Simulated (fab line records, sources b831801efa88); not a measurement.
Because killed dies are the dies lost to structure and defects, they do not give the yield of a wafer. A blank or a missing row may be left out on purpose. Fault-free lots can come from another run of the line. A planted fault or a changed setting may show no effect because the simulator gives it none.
fab line records -- flow sky130
[record] lots = 11, wafers = 33, last-day = 49
route steps=708 shown METAL2@483 VIA3@576 METAL4@626 VIA4@640
lots that met no fault: taken from a fault-free run of the same line
start-h: start of the lot's first displayed wafer, in hours after the record's first day -- wait-h: hours from the lot's prior step to this one -- " the same as in the row above -- L1.1+2: a row that stands for several wafers -- - no value, or no start given -- * or withheld: withheld -- < > ~ a bound
route shown NAME@n: names a module that has steps shown in the file, with the first one's number in the route -- usual: mean and standard deviation over wafers with no fault -- same: alike in all rows -- chamber/n: place in a boat -- sites: each site's reading -- _std_site: standard deviation across them -- _edge_site: outer sites' mean less inner sites' -- radius-mm: how far each site lies from the wafer's centre -- mask NAME#n: copy n -- behind: the tool/chamber that last shaped the wafer -- hold: cause of the lot's hold/its duration in hours/its outcome -- device: the n, p or np transistor that did not switch -- end of line: tests run on the same wafers once the route is complete -- a step given without rows: its recipe and nothing more -- killed: the dies lost at the first sort to structure and to defects; this is not the yield of the wafer -- map: a wafer's dies, x killed, . not, _ none there
set.NAME: setting as actually run; set.NAME@STEP: the setting as run at that earlier step -- model.NAME: the simulator's own value behind a step, which no gauge read
the route's steps for a sample of lots (tables are steps, rows are wafers)
services: when a tool's chamber went out of use (start-h, in hours from the record's first day, below 0 if earlier), for how many hours, and the reason
[[steps]]
[step SKY_METAL2_SPUTTER_00]
[recipe] material = Ti, target-thk-nm = 15, power-w = 3000, time-s = 10, chamber-pressure-pa = 0.4
[usual] cathode-dc-power-W = 3000.0/0.54, throttle-valve-pct = 29.8/1
lot.wafer,tool,chamber,start-h,wait-h,cathode-dc-power-W,throttle-valve-pct
L423.1,pvd-sputter-04,-,789.46,0.2,2999.3,28.7
L423.4,pvd-sputter-04,-,789.46,0.2,2999.7,31.7
L423.5,pvd-sputter-04,-,789.46,0.2,2999.0,31.5
L426.1,pvd-sputter-01,-,822.73,0.2,3000.7,30.6
L426.3,pvd-sputter-01,-,822.73,0.2,3000.8,29.0
L426.5,pvd-sputter-01,-,822.73,0.2,3000.3,30.3
L427.2,pvd-sputter-02,-,826.25,0.1,3000.1,30.5
L427.5,pvd-sputter-02,-,826.25,0.1,2999.8,30.6
L427.6,pvd-sputter-02,-,826.25,0.1,2999.6,29.4
L428.4,pvd-sputter-01,-,828.62,0.2,2999.7,29.1
L428.5,pvd-sputter-01,-,828.62,0.2,3000.7,30.7
L428.6,pvd-sputter-01,-,828.62,0.2,2999.0,30.1
L432.3,pvd-sputter-02,-,859.64,0.1,3000.1,30.6
L432.5,pvd-sputter-02,-,859.64,0.1,3000.5,30.6
L432.6,pvd-sputter-02,-,859.64,0.1,2999.5,29.2
L437.1,pvd-sputter-02,-,895.99,0.2,3001.1,28.4
L437.4,pvd-sputter-02,-,895.99,0.2,2999.4,30.0
L437.5,pvd-sputter-02,-,895.99,0.2,3000.4,30.0
L440.2,pvd-sputter-04,-,917.14,0.1,3000.5,29.1
L440.3,pvd-sputter-04,-,917.14,0.1,2999.8,28.2
L440.4,pvd-sputter-04,-,917.14,0.1,3001.4,28.7
L441.1,pvd-sputter-02,-,923.66,0.1,3000.3,28.2
L441.2,pvd-sputter-02,-,923.66,0.1,3000.3,30.2
L441.4,pvd-sputter-02,-,923.66,0.1,2999.7,30.5
L442.1,pvd-sputter-04,-,926.14,0.2,3000.0,31.7
L442.5,pvd-sputter-04,-,926.14,0.2,3000.0,28.8
L442.6,pvd-sputter-04,-,926.14,0.2,2999.2,31.6
L443.1,pvd-sputter-02,-,932.86,0.1,2999.9,30.7
L443.3,pvd-sputter-02,-,932.86,0.1,2999.4,28.1
L443.5,pvd-sputter-02,-,932.86,0.1,2999.3,29.3
L445.2,pvd-sputter-04,-,942.65,0.1,3000.3,28.2
L445.3,pvd-sputter-04,-,942.65,0.1,2999.5,31.8
L445.6,pvd-sputter-04,-,942.65,0.1,2999.4,28.7
[step SKY_VIA3_BOW_MEAS_03]
[recipe] mode = bow
[usual] VIA3_BOW = 81/7.3
lot.wafer,tool,chamber,start-h,wait-h,VIA3_BOW[um]
L423.1,film-metro-04,-,898.96,0.1,81
L423.4,film-metro-04,-,898.96,0.1,81
L423.5,film-metro-04,-,898.96,0.1,88
L426.1,film-metro-02,-,929.24,0.2,84
L426.3,film-metro-02,-,929.24,0.2,77
L426.5,film-metro-02,-,929.24,0.2,99
L428.4,film-metro-02,-,934.19,0.3,74
L428.5,film-metro-02,-,934.19,0.3,93
L428.6,film-metro-02,-,934.19,0.3,87
L427.2,film-metro-04,-,934.41,0.2,79
L427.5,film-metro-04,-,934.41,0.2,91
L427.6,film-metro-04,-,934.41,0.2,79
L432.3,film-metro-04,-,964.61,0.2,90
L432.5,film-metro-04,-,964.61,0.2,74
L432.6,film-metro-04,-,964.61,0.2,83
L437.1,film-metro-01,-,998.23,0.2,75
L437.4,film-metro-01,-,998.23,0.2,82
L437.5,film-metro-01,-,998.23,0.2,81
L440.2,film-metro-01,-,1018.80,0.2,78
L440.3,film-metro-01,-,1018.80,0.2,79
L440.4,film-metro-01,-,1018.80,0.2,83
L441.1,film-metro-01,-,1024.24,0.1,79
L441.2,film-metro-01,-,1024.24,0.1,84
L441.4,film-metro-01,-,1024.24,0.1,81
L442.1,film-metro-01,-,1027.31,0.1,80
L442.5,film-metro-01,-,1027.31,0.1,84
L442.6,film-metro-01,-,1027.31,0.1,80
L443.1,film-metro-04,-,1032.90,0.3,75
L443.3,film-metro-04,-,1032.90,0.3,79
L443.5,film-metro-04,-,1032.90,0.3,73
L445.2,film-metro-01,-,1042.65,0.2,80
L445.3,film-metro-01,-,1042.65,0.2,78
L445.6,film-metro-01,-,1042.65,0.2,78
[step SKY_METAL4_EXPOSE_10]
[recipe] mask-id = MM4, na = 0.68, source-shape = annular, sigma-inner = 0.4, sigma-outer = 0.8, target-cd-nm = 300, dose-mj = 28
[usual] exposure-dose-mJ-cm2 = 28.00/0.033
lot.wafer,tool,chamber,start-h,wait-h,mask,exposure-dose-mJ-cm2
L423.1,krf-scanner-02,0,962.49,-,MM4#0,27.94
L423.4,krf-scanner-02,0,962.49,-,MM4#0,27.95
L423.5,krf-scanner-02,0,962.49,-,MM4#0,27.97
L426.1,krf-scanner-01,0,993.10,-,MM4#0,27.99
L426.3,krf-scanner-01,0,993.10,-,MM4#0,28.03
L426.5,krf-scanner-01,0,993.10,-,MM4#0,28.00
L428.4,krf-scanner-01,0,996.17,-,MM4#0,27.97
L428.5,krf-scanner-01,0,996.17,-,MM4#0,28.00
L428.6,krf-scanner-01,0,996.17,-,MM4#0,27.97
L427.2,krf-scanner-02,0,997.37,-,MM4#0,28.01
L427.5,krf-scanner-02,0,997.37,-,MM4#0,28.00
L427.6,krf-scanner-02,0,997.37,-,MM4#0,28.03
L432.3,krf-scanner-02,0,1026.64,-,MM4#0,29.14
L432.5,krf-scanner-02,0,1026.64,-,MM4#0,29.17
L432.6,krf-scanner-02,0,1026.64,-,MM4#0,29.17
L437.1,krf-scanner-02,0,1058.14,-,MM4#0,28.88
L437.4,krf-scanner-02,0,1058.14,-,MM4#0,28.83
L437.5,krf-scanner-02,0,1058.14,-,MM4#0,28.85
L440.2,krf-scanner-01,0,1076.07,-,MM4#0,27.96
L440.3,krf-scanner-01,0,1076.07,-,MM4#0,27.97
L440.4,krf-scanner-01,0,1076.07,-,MM4#0,28.01
L441.1,krf-scanner-01,0,1081.43,-,MM4#0,28.04
L441.2,krf-scanner-01,0,1081.43,-,MM4#0,28.04
L441.4,krf-scanner-01,0,1081.43,-,MM4#0,28.02
L442.1,krf-scanner-01,0,1084.77,-,MM4#0,28.00
L442.5,krf-scanner-01,0,1084.77,-,MM4#0,28.01
L442.6,krf-scanner-01,0,1084.77,-,MM4#0,28.07
L443.1,krf-scanner-01,0,1089.47,-,MM4#0,28.03
L443.3,krf-scanner-01,0,1089.47,-,MM4#0,28.00
L443.5,krf-scanner-01,0,1089.47,-,MM4#0,28.01
L445.2,krf-scanner-01,0,1097.26,-,MM4#0,27.94
L445.3,krf-scanner-01,0,1097.26,-,MM4#0,27.96
L445.6,krf-scanner-01,0,1097.26,-,MM4#0,27.94
[step SKY_METAL4_CD_MEAS_13]
[recipe] target-cd-nm = 300
[usual] cd-nm = 299.9/1.4
lot.wafer,tool,chamber,start-h,wait-h,hold,cd-nm
L423.1,cd-sem-02,-,973.62,-,-,301.0
L423.4,cd-sem-02,-,973.62,-,-,300.7
L423.5,cd-sem-02,-,973.62,-,-,301.1
L426.1,cd-sem-01,-,1003.52,-,-,301.1
L426.3,cd-sem-01,-,1003.52,-,-,301.2
L426.5,cd-sem-01,-,1003.52,-,-,302.2
L428.4,cd-sem-01,-,1006.89,-,-,297.2
L428.5,cd-sem-01,-,1006.89,-,-,298.1
L428.6,cd-sem-01,-,1006.89,-,-,296.5
L427.2,cd-sem-02,-,1007.43,-,-,298.3
L427.5,cd-sem-02,-,1007.43,-,-,299.4
L427.6,cd-sem-02,-,1007.43,-,-,299.4
L432.3,cd-sem-01,-,1037.87,-,await-dispo/0.2h/release,291.8
L432.5,cd-sem-01,-,1037.87,-,await-dispo/0.2h/release,292.4
L432.6,cd-sem-01,-,1037.87,-,await-dispo/0.2h/release,293.0
L432.3,cd-sem-01,-,1038.15,0.3,-,291.4
L432.5,cd-sem-01,-,1038.15,0.3,-,292.6
L432.6,cd-sem-01,-,1038.15,0.3,-,292.7
L437.1,cd-sem-01,-,1068.72,-,await-dispo/0.2h/release,294.2
L437.4,cd-sem-01,-,1068.72,-,await-dispo/0.2h/release,293.6
L437.5,cd-sem-01,-,1068.72,-,await-dispo/0.2h/release,294.8
L437.1,cd-sem-01,-,1069.01,0.3,-,294.1
L437.4,cd-sem-01,-,1069.01,0.3,-,294.1
L437.5,cd-sem-01,-,1069.01,0.3,-,294.9
L440.2,cd-sem-01,-,1086.65,-,-,296.3
L440.3,cd-sem-01,-,1086.65,-,-,299.2
L440.4,cd-sem-01,-,1086.65,-,-,297.4
L441.1,cd-sem-02,-,1091.77,-,-,300.3
L441.2,cd-sem-02,-,1091.77,-,-,300.1
L441.4,cd-sem-02,-,1091.77,-,-,300.0
L442.1,cd-sem-02,-,1094.93,-,-,301.1
L442.5,cd-sem-02,-,1094.93,-,-,301.5
L442.6,cd-sem-02,-,1094.93,-,-,301.4
L443.1,cd-sem-02,-,1098.97,-,-,300.8
L443.3,cd-sem-02,-,1098.97,-,-,300.4
L443.5,cd-sem-02,-,1098.97,-,-,300.7
L445.2,cd-sem-02,-,1106.49,-,-,304.1
L445.3,cd-sem-02,-,1106.49,-,-,303.0
L445.6,cd-sem-02,-,1106.49,-,-,302.5
[step SKY_VIA4_THK_MEAS_01]
[recipe] reads = SiO2_of_VIA4_HDPCVD_00
[usual] VIA4_HDPCVD_THK = 1751/15
lot.wafer,tool,chamber,start-h,wait-h,VIA4_HDPCVD_THK[nm]
L423.1,film-metro-03,-,974.88,0.1,1771
L423.4,film-metro-03,-,974.88,0.1,1752
L423.5,film-metro-03,-,974.88,0.1,1751
L426.1,film-metro-01,-,1004.78,0.1,1735
L426.3,film-metro-01,-,1004.78,0.1,1773
L426.5,film-metro-01,-,1004.78,0.1,1782
L428.4,film-metro-03,-,1008.11,0.0,1744
L428.5,film-metro-03,-,1008.11,0.0,1775
L428.6,film-metro-03,-,1008.11,0.0,1735
L427.2,film-metro-03,-,1008.68,0.1,1736
L427.5,film-metro-03,-,1008.68,0.1,1750
L427.6,film-metro-03,-,1008.68,0.1,1745
L432.3,film-metro-02,-,1042.46,0.1,1743
L432.5,film-metro-02,-,1042.46,0.1,1752
L432.6,film-metro-02,-,1042.46,0.1,1737
L437.1,film-metro-01,-,1075.50,0.2,1737
L437.4,film-metro-01,-,1075.50,0.2,1762
L437.5,film-metro-01,-,1075.50,0.2,1738
L440.2,film-metro-03,-,1087.89,0.1,1728
L440.3,film-metro-03,-,1087.89,0.1,1746
L440.4,film-metro-03,-,1087.89,0.1,1737
L441.1,film-metro-03,-,1093.03,0.1,1743
L441.2,film-metro-03,-,1093.03,0.1,1756
L441.4,film-metro-03,-,1093.03,0.1,1722
L442.1,film-metro-02,-,1096.24,0.1,1765
L442.5,film-metro-02,-,1096.24,0.1,1766
L442.6,film-metro-02,-,1096.24,0.1,1761
L443.1,film-metro-03,-,1100.27,0.1,1756
L443.3,film-metro-03,-,1100.27,0.1,1747
L443.5,film-metro-03,-,1100.27,0.1,1766
L445.2,film-metro-03,-,1107.74,0.1,1740
L445.3,film-metro-03,-,1107.74,0.1,1746
L445.6,film-metro-03,-,1107.74,0.1,1724
[[services]]
tool,chamber,start-h,hours,kind
krf-scanner-01,-,768.99,1.0,pm
krf-scanner-01,-,783.19,0.8,pm
pvd-sputter-02,-,788.64,0.7,repair
krf-scanner-01,-,793.78,0.2,repair
pvd-sputter-02,-,796.09,1.0,repair
krf-scanner-02,-,815.85,1.3,pm
krf-scanner-01,-,823.83,1.3,pm
krf-scanner-02,-,826.66,0.8,pm
krf-scanner-02,-,848.79,1.0,pm
krf-scanner-02,-,885.04,0.7,repair
pvd-sputter-04,-,893.05,2.2,repair
krf-scanner-02,-,894.95,3.6,repair
krf-scanner-01,-,937.99,1.0,pm
krf-scanner-02,-,943.53,0.3,repair
krf-scanner-01,-,951.99,0.8,pm
krf-scanner-01,-,969.60,0.8,repair
krf-scanner-02,-,991.76,1.3,pm
krf-scanner-02,-,995.46,0.8,pm
krf-scanner-01,-,999.73,1.3,pm
krf-scanner-02,-,1006.95,1.4,repair
krf-scanner-02,-,1017.79,1.0,pm
krf-scanner-01,-,1018.79,3.6,pm
krf-scanner-01,-,1070.09,4.4,pm
pvd-sputter-02,-,1096.19,4.7,repair
[[key]]
[first-sign] step = SKY_METAL4_EXPOSE_10, reading = exposure-dose-mJ-cm2, direction = up, sigmas = 30, usual = *, struck = *
[effect] step = SKY_METAL4_CD_MEAS_13, reading = visit, direction = added, through = control-loop
met-at SKY_METAL4_EXPOSE_10
struck-lots L432,L437
[loop-trim] step = SKY_METAL4_EXPOSE_10, setting = dose, lots = L437
not-acting-at SKY_METAL2_SPUTTER_00,SKY_VIA3_BOW_MEAS_03,SKY_VIA4_THK_MEAS_01
onset-between 997.37 1026.64
[fault] kind = process-parameter-drift, tool = krf-scanner-02, chamber = -, onset-h = 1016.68, steps = SKY_METAL4_EXPOSE_10, channel = dose-mj, offset = 1.1538, shape = step, acts-in = these-recipes-only, stated = 28
// loop-trim: a control loop set the setting to another value than it would have without faults
